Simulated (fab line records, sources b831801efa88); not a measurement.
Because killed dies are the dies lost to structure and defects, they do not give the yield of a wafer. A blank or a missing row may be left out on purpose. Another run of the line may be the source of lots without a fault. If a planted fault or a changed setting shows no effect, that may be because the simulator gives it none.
Which tool did it?    flow sky130    30 wafers from 10 lots sampled at 5 of the route's 708 steps

== WHAT THE GAUGES SHOWED, per wafer ==
SKY_METAL5_RS_MEAS_05: measurement is done with a four-point probe.
lot   measured      on             METAL5_ALCU_RS (ohm/sq)
L746  day 43 08:16  film metro-02  0.02714 0.02724 0.02716
L748  day 43 20:04  film metro-04  0.02707 0.02708 0.02729
L751  day 44 16:20  film metro-02  0.02739 0.02724 0.02743
L753  day 44 20:26  film metro-02  0.02706 0.02698 0.02682
L754  day 45 09:11  film metro-04  0.02718 0.0269 0.02702
L755  day 45 11:28  film metro-02  0.02711 0.02727 0.02707
L760  day 46 21:24  film metro-04  0.02689 0.02676 0.02716
L763  day 47 21:10  film metro-03  0.08655 0.02762 0.02745
L765  day 47 22:49  film metro-03  0.08718 0.02739 0.02736
L767  day 48 06:26  film metro-02  0.02647 0.02699 0.02667

== EACH LOT AND THE TOOL THAT RAN IT (in order: tool; ch and the chambers of the sampled wafers; start) ==
lot   SKY_METAL4_SPUTTER_01         SKY_VIA4_CVD_18                SKY_METAL5_SPUTTER_00         SKY_METAL5_SPUTTER_02
L746  pvd sputter-01, day 40 05:10  cvd w-01 ch 0,1, day 43 07:25  pvd sputter-01, day 43 08:05  pvd sputter-01, day 43 08:08
L748  pvd sputter-02, day 40 18:04  cvd w-02 ch 0,1, day 43 19:16  pvd sputter-03, day 43 19:54  pvd sputter-03, day 43 19:57
L751  pvd sputter-02, day 41 14:34  cvd w-01 ch 0,1, day 44 15:31  pvd sputter-04, day 44 16:08  pvd sputter-04, day 44 16:11
L753  pvd sputter-02, day 41 20:04  cvd w-02 ch 0,1, day 44 19:38  pvd sputter-03, day 44 20:13  pvd sputter-03, day 44 20:16
L754  pvd sputter-02, day 42 08:43  cvd w-01 ch 0,1, day 45 08:23  pvd sputter-03, day 45 09:01  pvd sputter-03, day 45 09:04
L755  pvd sputter-01, day 42 11:42  cvd w-02 ch 1, day 45 10:31    pvd sputter-04, day 45 11:19  pvd sputter-04, day 45 11:22
L760  pvd sputter-02, day 44 01:46  cvd w-01 ch 0,1, day 46 20:34  pvd sputter-01, day 46 21:13  pvd sputter-01, day 46 21:16
L763  pvd sputter-01, day 45 01:25  cvd w-01 ch 0,1, day 47 20:23  pvd sputter-01, day 47 21:01  pvd sputter-01, day 47 21:04
L765  pvd sputter-02, day 45 03:41  cvd w-01 ch 0,1, day 47 22:01  pvd sputter-01, day 47 22:38  pvd sputter-01, day 47 22:41
L767  pvd sputter-04, day 45 12:55  cvd w-01 ch 0,1, day 48 05:38  pvd sputter-04, day 48 06:16  pvd sputter-04, day 48 06:19
- SKY_METAL4_SPUTTER_01: material TiN, target thk 20 nm, time 16.7 s.
- SKY_VIA4_CVD_18: deposits W, target thk 505 nm, time 152.14 s.
- SKY_METAL5_SPUTTER_00: material Ti, target thk 15 nm, time 10 s.
- SKY_METAL5_SPUTTER_02: material AlCu, target thk 1150 nm, time 61.2 s.

== THE ANSWER, worked out from the rows above alone ==
Rule: the lots themselves supply what counts as usual. Put in order of their means at a reading, lots are off if they are a third of the lots or fewer, leave a main group of 4 or more, and stand apart from it by a gap of 3 or more times the standard deviation of the main group's means; of several such gaps the widest counts. The tables above print the reading to a certain number of digits; a main group whose means all agree to those digits is not used. A lot without any number at a reading at which 4 lots or more have one is off too. The other lots that the step has rows for count as sound.
Off: L763, L765, seen at SKY_METAL5_RS_MEAS_05 (METAL5_ALCU_RS). The main group: mean 0.0271 ohm/sq, standard deviation 0.00018.
If a tool, at a process step before that reading, ran all the lots that are off and no sound lot after the first of them, it fits. Gauges at SKY_METAL5_RS_MEAS_05: tried the same way as those tools. Undecided on this evidence; 2 tools fit (pvd sputter-01 at SKY_METAL5_SPUTTER_00 and SKY_METAL5_SPUTTER_02, film metro-03 at SKY_METAL5_RS_MEAS_05).

== WHAT WAS PUT IN BY THE SIMULATOR ==
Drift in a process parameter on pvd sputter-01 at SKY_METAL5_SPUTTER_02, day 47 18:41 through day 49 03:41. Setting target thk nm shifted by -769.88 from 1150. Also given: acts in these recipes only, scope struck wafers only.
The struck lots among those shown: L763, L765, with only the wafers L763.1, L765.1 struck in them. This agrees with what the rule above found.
